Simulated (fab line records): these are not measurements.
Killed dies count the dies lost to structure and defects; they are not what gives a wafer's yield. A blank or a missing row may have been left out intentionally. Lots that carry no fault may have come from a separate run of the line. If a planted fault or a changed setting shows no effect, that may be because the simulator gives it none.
Tool commonality check -- flow gf180mcu -- Sampled: 12 lots, 36 wafers

## REASON FOR OPENING
At GF_M4_CD_MEAS_14 the reading cd_nm is flagged on 2 of 12 lots. Wafers without a fault read 279.6 nm, standard deviation 1.3.
Rule: a lot gets a flag if all its wafers with a number sit over 4 standard deviations from that mean, or if no wafer of it has a number. As for the other lots, they are considered sound.

lot,measured,on,"cd_nm (nm), wafer by wafer",flag
L715,day 24 08:57,cd_sem-01,281.2 281.0 280.4,
L716,day 25 00:09,cd_sem-02,278.4 281.3 280.2,
L717,day 25 10:53,cd_sem-02,279.2 278.9 279.8,
L719,day 26 10:31,cd_sem-01,279.6 278.0 277.7,
L720,day 26 15:51,cd_sem-01,281.4 281.0 281.2,
L722,day 27 12:15,cd_sem-01,280.0 280.3 279.0,
L723,day 27 17:44,cd_sem-01,280.4 280.6 280.0,
L726,day 29 02:24,cd_sem-02,280.2 278.6 280.1,
L729,day 29 07:36,cd_sem-01,269.0 270.0 268.7,FLAGGED
L730,day 29 16:04,cd_sem-02,279.2 279.7 278.8,
L732,day 29 20:39,cd_sem-01,271.3 272.9 271.8,FLAGGED
L734,day 30 17:21,cd_sem-02,276.1 277.3 277.3,
On average the flagged lots' numbers are 270.6 nm, which is -9.0 nm against the usual, or -7 standard deviations.

## EACH LOT AND THE TOOL IT RAN ON
The record holds 3 process steps before the reading, out of a route of 602 steps. Cell contents, in order: the tool; ch with the chambers the sampled wafers went through; the start.
lot,flag,GF_V3_STRIP_18,GF_V3_SPUTTER_22,GF_M4_SOFTBAKE_10
L715,,"plasma_asher-01 ch 0,1, day 23 08:59","pvd_sputter-02, day 23 09:38","litho_track-02 ch 0, day 23 22:07"
L716,,"plasma_asher-01 ch 0,1, day 24 01:17","pvd_sputter-04, day 24 01:53","litho_track-02 ch 0, day 24 13:37"
L717,,"plasma_asher-01 ch 0,1, day 24 12:28","pvd_sputter-03, day 24 13:02","litho_track-01 ch 0, day 25 00:24"
L719,,"plasma_asher-01 ch 0, day 25 12:14","pvd_sputter-02, day 25 13:10","litho_track-03 ch 0, day 26 00:17"
L720,,"plasma_asher-03 ch 0,1, day 25 18:02","pvd_sputter-04, day 25 18:38","litho_track-02 ch 0, day 26 05:31"
L722,,"plasma_asher-01 ch 0,1, day 26 14:47","pvd_sputter-03, day 26 15:30","litho_track-01 ch 0, day 27 02:03"
L723,,"plasma_asher-04 ch 0,1, day 26 20:28","pvd_sputter-04, day 26 21:02","litho_track-01 ch 0, day 27 08:18"
L726,,"plasma_asher-03 ch 0,1, day 28 05:32","pvd_sputter-02, day 28 06:10","litho_track-01 ch 0, day 28 16:33"
L729,FLAGGED,"plasma_asher-03 ch 0,1, day 28 10:41","pvd_sputter-02, day 28 11:23","litho_track-02 ch 0, day 28 21:40"
L730,,"plasma_asher-04 ch 0,1, day 28 19:32","pvd_sputter-02, day 28 20:08","litho_track-01 ch 0, day 29 06:45"
L732,FLAGGED,"plasma_asher-04 ch 0,1, day 29 00:26","pvd_sputter-02, day 29 01:02","litho_track-02 ch 0, day 29 11:07"
L734,,"plasma_asher-03 ch 0,1, day 29 22:05","pvd_sputter-03, day 29 22:41","litho_track-01 ch 0, day 30 08:12"
What the steps here do:
- GF_V3_STRIP_18: strips in O2/N2.
- GF_V3_SPUTTER_22: material TiN, target thk 10 nm, time 40 s.
- GF_M4_SOFTBAKE_10: time 60 s.
- GF_M4_CD_MEAS_14: target cd 280 nm.

## FLAGGED AGAINST TOTAL, ONE TOOL AT A TIME (gauges that did the reading follow at the end)
step,tool,lots run,flagged,share of the flagged lots,sound lots run after its first flagged lot
GF_V3_STRIP_18,plasma_asher-01,5,0,none,-
GF_V3_STRIP_18,plasma_asher-03,4,1,some,1 (L734)
GF_V3_STRIP_18,plasma_asher-04,3,1,some,0
GF_V3_SPUTTER_22,pvd_sputter-02,6,2,all,1 (L730)
GF_V3_SPUTTER_22,pvd_sputter-03,3,0,none,-
GF_V3_SPUTTER_22,pvd_sputter-04,3,0,none,-
GF_M4_SOFTBAKE_10,litho_track-01,6,0,none,-
GF_M4_SOFTBAKE_10,litho_track-02,5,2,all,0
GF_M4_SOFTBAKE_10,litho_track-03,1,0,none,-
GF_M4_CD_MEAS_14,cd_sem-01,7,2,all,0
GF_M4_CD_MEAS_14,cd_sem-02,5,0,none,-

## WHAT IS ALLOWED BY THE TABLE
pvd_sputter-02 at GF_V3_SPUTTER_22, litho_track-02 at GF_M4_SOFTBAKE_10 and cd_sem-01 at GF_M4_CD_MEAS_14: these 3 rows of the table ran every flagged lot.
- pvd_sputter-02 at GF_V3_SPUTTER_22: 2 of its 6 lots flagged. Sound lots ran on it after the first flagged one (L730), which a lasting fault on the whole tool wouldn't allow.
- litho_track-02 at GF_M4_SOFTBAKE_10: 2 of its 5 lots flagged. Last sound lot L720 at day 26 05:31, first flagged lot L729 at day 28 21:40; a fault beginning in between fits. Its own readings (heater_power_total_W, plate_temp_C) fall more than 4 standard deviations out on all wafers of the flagged lots.
- cd_sem-01 at GF_M4_CD_MEAS_14: 2 of its 7 lots flagged. Last sound lot L723 at day 27 17:44, first flagged lot L729 at day 29 07:36; a fault beginning in between fits.
A lot count leaves these 2 tools indistinguishable: every one of them fits a fault beginning at some hour. More lots, or a look at what each step does to the wafer, might.

## WHAT THE SIMULATOR PUT IN
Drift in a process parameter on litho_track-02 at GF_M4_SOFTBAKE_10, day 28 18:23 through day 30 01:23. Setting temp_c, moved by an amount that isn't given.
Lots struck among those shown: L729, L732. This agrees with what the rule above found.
